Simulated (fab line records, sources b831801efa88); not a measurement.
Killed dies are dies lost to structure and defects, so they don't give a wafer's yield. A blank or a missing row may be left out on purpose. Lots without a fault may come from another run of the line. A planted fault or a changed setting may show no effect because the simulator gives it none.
Split-lot experiment | flow gf180mcu | 5 lots, 23 wafers read, on a route of 602 steps

THE SPLIT
At GF_M5_PEB_05 (peb time 90 s), the setting peb_time_s was moved away from the recipe's 90 s on 10 of the 23 wafers read, by -8.0% to +14.9%. The other wafers ran this setting at the recipe's value.

FROM THE SPLIT TO THE READING: what the file shows between them, 1 step
- GF_M5_DEVELOP_06: develop time 60 s

THE READING
cd_nm, in nm, at GF_M5_CD_MEAS_07 (target cd 280 nm). Fault-free wafers of this fab line usually give 279.6 nm, standard deviation 1 nm.

wafer  | tool, chamber at the split | peb_time_s as run, s | against the recipe | cd_nm, nm | against lot-mates on the recipe
L074.1 | litho_track-04, 0          | 90                   | recipe             | 280.6     | -
L074.2 | litho_track-04, 0          | 90                   | recipe             | 279.8     | -
L074.6 | litho_track-04, 0          | 90                   | recipe             | 280.8     | -
L076.1 | litho_track-04, 0          | 98.25                | +9.2%              | 278.3     | -1.1
L076.2 | litho_track-04, 0          | 98.25                | +9.2%              | 278.0     | -1.4
L076.4 | litho_track-04, 0          | 90                   | recipe             | 279.5     | -
L076.5 | litho_track-04, 0          | 90                   | recipe             | 279.2     | -
L076.6 | litho_track-04, 0          | 90                   | recipe             | 279.5     | -
L077.1 | litho_track-03, 0          | 103.4                | +14.9%             | 278.3     | -2.2
L077.2 | litho_track-03, 0          | 103.4                | +14.9%             | 278.5     | -2.0
L077.3 | litho_track-03, 0          | 90                   | recipe             | 280.3     | -
L077.5 | litho_track-03, 0          | 90                   | recipe             | 280.6     | -
L077.6 | litho_track-03, 0          | 103.4                | +14.9%             | 277.1     | -3.4
L079.1 | litho_track-02, 0          | 101.4                | +12.7%             | 277.5     | -2.1
L079.2 | litho_track-02, 0          | 90                   | recipe             | 279.5     | -
L079.3 | litho_track-02, 0          | 101.4                | +12.7%             | 276.7     | -2.9
L079.4 | litho_track-02, 0          | 101.4                | +12.7%             | 277.7     | -1.9
L079.5 | litho_track-02, 0          | 90                   | recipe             | 279.7     | -
L080.1 | litho_track-02, 0          | 90                   | recipe             | 278.0     | -
L080.2 | litho_track-02, 0          | 82.84                | -8.0%              | 279.4     | +1.2
L080.4 | litho_track-02, 0          | 82.84                | -8.0%              | 280.5     | +2.3
L080.5 | litho_track-02, 0          | 90                   | recipe             | 277.7     | -
L080.6 | litho_track-02, 0          | 90                   | recipe             | 278.8     | -

THE FIT
A straight line over all 23 wafers: cd_nm changes by -0.122 nm for each +1% of peb_time_s; r = -0.72; the points scatter about the line by 0.85 nm.
The same after taking each lot's own level away (the mean of its wafers on the recipe; 23 wafers): -0.178 nm for each +1%; r = -0.95; scatter 0.45 nm.
On that fit, the largest move of peb_time_s shifts the reading by 2.7 nm.
The lots' own levels span 278.17 to 280.45 nm, that is 2.3 times the standard deviation above.
So the lot-to-lot level blurs the effect unless lot-mates are compared.
Check: with one of the wafers moved furthest among these (+14.9%) left out of the fit, the line predicts -2.65 nm for it against its lot-mates. It came out at -2.15 nm against them.

OTHER SPLITS ON THESE WAFERS
These wafers also went through other splits before the reading. Each is held against what the fit with the lots' levels taken away leaves over:
other split on the same wafers  | wafers away from the commonest value | r with cd_nm (lot level and that fit taken away)
GF_M3_SPUTTER_04 power_w        | 8                                    | -0.01
GF_V3_CMP_04 leave_above_ref_nm | 6                                    | +0.00
GF_V3_EXPOSE_11 dose_mj         | 8                                    | +0.14
GF_M4_SPUTTER_02 time_s         | 10                                   | -0.25
GF_M4_SPUTTER_04 power_w        | 9                                    | -0.31
GF_MIM_COAT_14 spin_rpm         | 8                                    | +0.34
GF_MIM_SOFTBAKE_15 time_s       | 9                                    | +0.08
GF_MIM_METAL_ETCH_19 bias_w     | 8                                    | -0.09

THE FILE'S OWN FIT
cd_nm changes by -0.175 nm for each +1% of peb_time_s, r = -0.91.
